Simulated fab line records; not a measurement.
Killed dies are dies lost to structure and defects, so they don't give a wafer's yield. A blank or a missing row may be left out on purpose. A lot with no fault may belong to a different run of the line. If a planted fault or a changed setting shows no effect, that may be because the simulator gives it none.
A lot that was struck, set against a sound lot ; flow sky130 ; 15 steps out of a route of 708
Sound: these wafers, L490.1, L490.3, L490.6. Struck: wafer L501.4. (L501.1, L501.3 of the same lot were not struck and are left out.) The cause comes at the end.
At each step with rows: each side's tool, then ch and its chambers, then its first start. Under that, the readings that differ: sound wafers ; struck wafers ; difference of the means ; sigmas: that difference in standard deviations of wafers without a fault.
alike: words and numbers the same on both sides, and readings whose means are apart by under 2 such deviations; not compared: readings that were withheld, readings missing a value for some wafer, numbers with overlapping values and no deviation given by the record, and bounds like >300 which may hide the same value.
The two part at a step that has a row with sigmas, a row that says differs or no value, or rows on one side only. When numbers do not overlap yet have no deviation, they are printed without sigmas and do not part them. A reading that every wafer of one side lacks parts them only if that side has two wafers or more.

first, 4 steps without rows for these wafers: SKY_VIA4_STRIP_13 (strips in O2/N2); SKY_VIA4_STRIP_14 (strips in post etch residue remover, time 1200 s); SKY_VIA4_CLEAN_15 (cleans in IPA, time 180 s); SKY_VIA4_CLEAN_16 (cleans in O3/DIW).
SKY_VIA4_SPUTTER_17: material TiN, target thk 20 nm, time 80 s.
  sound: pvd_sputter-02 at day 43 06:20; struck: pvd_sputter-03 at day 46 03:44
reading;sound;struck;difference;sigmas
throttle_valve_pct (%);30.0 30.0 30.1;33.0;+3.0;+3
  alike: chamber_pressure_pa
then, 1 step without rows for these wafers: SKY_VIA4_CVD_18 (deposits W, target thk 505 nm, time 152.14 s).
SKY_VIA4_RS_MEAS_19: a four-point-probe measurement.
  sound: film_metro-02 at day 43 06:33; struck: film_metro-01 at day 46 03:57
reading;sound;struck;difference;sigmas
VIA4_W_RS (ohm/sq);0.228 0.226 0.228;0.237;+0.010;+3
SKY_VIA4_THK_MEAS_20: measures by xrf.
  sound: film_metro-02 at day 43 06:40; struck: film_metro-01 at day 46 04:04
reading;sound;struck;difference;sigmas
VIA4_W_THK (nm);496 500 494;476;-21;-3
then, 1 step without rows for these wafers: SKY_VIA4_CMP_21 (polishes, stops on SiO2, t overpolish 25 s, target thk 0 nm).
SKY_METAL5_SPUTTER_00: material Ti, target thk 15 nm, time 10 s.
  sound: pvd_sputter-01 at day 43 07:02; struck: pvd_sputter-01 at day 46 04:31
  alike: chamber_pressure_pa, throttle_valve_pct
SKY_METAL5_SPUTTER_01: material TiN, target thk 20 nm, time 16.7 s.
  sound: pvd_sputter-01 at day 43 07:03; struck: pvd_sputter-01 at day 46 04:33
  alike: chamber_pressure_pa, throttle_valve_pct
SKY_METAL5_SPUTTER_02: material AlCu, target thk 1150 nm, time 61.2 s.
  sound: pvd_sputter-01 at day 43 07:05; struck: pvd_sputter-01 at day 46 04:34
  alike: chamber_pressure_pa, throttle_valve_pct
SKY_METAL5_SPUTTER_03: material Ti, target thk 5 nm, time 3.3 s.
  sound: pvd_sputter-01 at day 43 07:08; struck: pvd_sputter-01 at day 46 04:37
reading;sound;struck;difference;sigmas
chamber_pressure_pa (Pa);0.4002 0.4008 0.4003;0.3635;-0.0369;-47
throttle_valve_pct (%);29.2 31.3 30.7;32.3;+1.9;+2
SKY_METAL5_SPUTTER_04: material TiN, target thk 70 nm, time 58.3 s.
  sound: pvd_sputter-01 at day 43 07:09; struck: pvd_sputter-01 at day 46 04:38
  alike: chamber_pressure_pa, throttle_valve_pct
-- the record jumps here: 3 days lie between the struck wafers' starts before and after (it left off in module METAL5 and takes up again in module PAD_OPEN, whose first step shown is number 708 of the route) --
SKY_PAD_OPEN_PROBE_99:
  sound: prober-01 at day 46 04:27; struck: prober-02 at day 48 20:07
reading;sound;struck;difference;sigmas
killed_at_M0_to_M3;60 44 41;30;-18;-3
killed_at_M4_up;5 3 2;7;+4;+2
  alike: defect_limited_yield, killed_at_contacts, killed_at_front_end, killed_at_other, killed_dies, killed_open, killed_short, sort_bin_3_pad_short, sort_bin_5_function, sort_bin_6_memory, sort_n_pass, sort_yield_pct

## WHERE THEY PART
Last at SKY_PAD_OPEN_PROBE_99 as far as this record goes, first at SKY_VIA4_SPUTTER_17.

WHY: what had been put in by the simulator
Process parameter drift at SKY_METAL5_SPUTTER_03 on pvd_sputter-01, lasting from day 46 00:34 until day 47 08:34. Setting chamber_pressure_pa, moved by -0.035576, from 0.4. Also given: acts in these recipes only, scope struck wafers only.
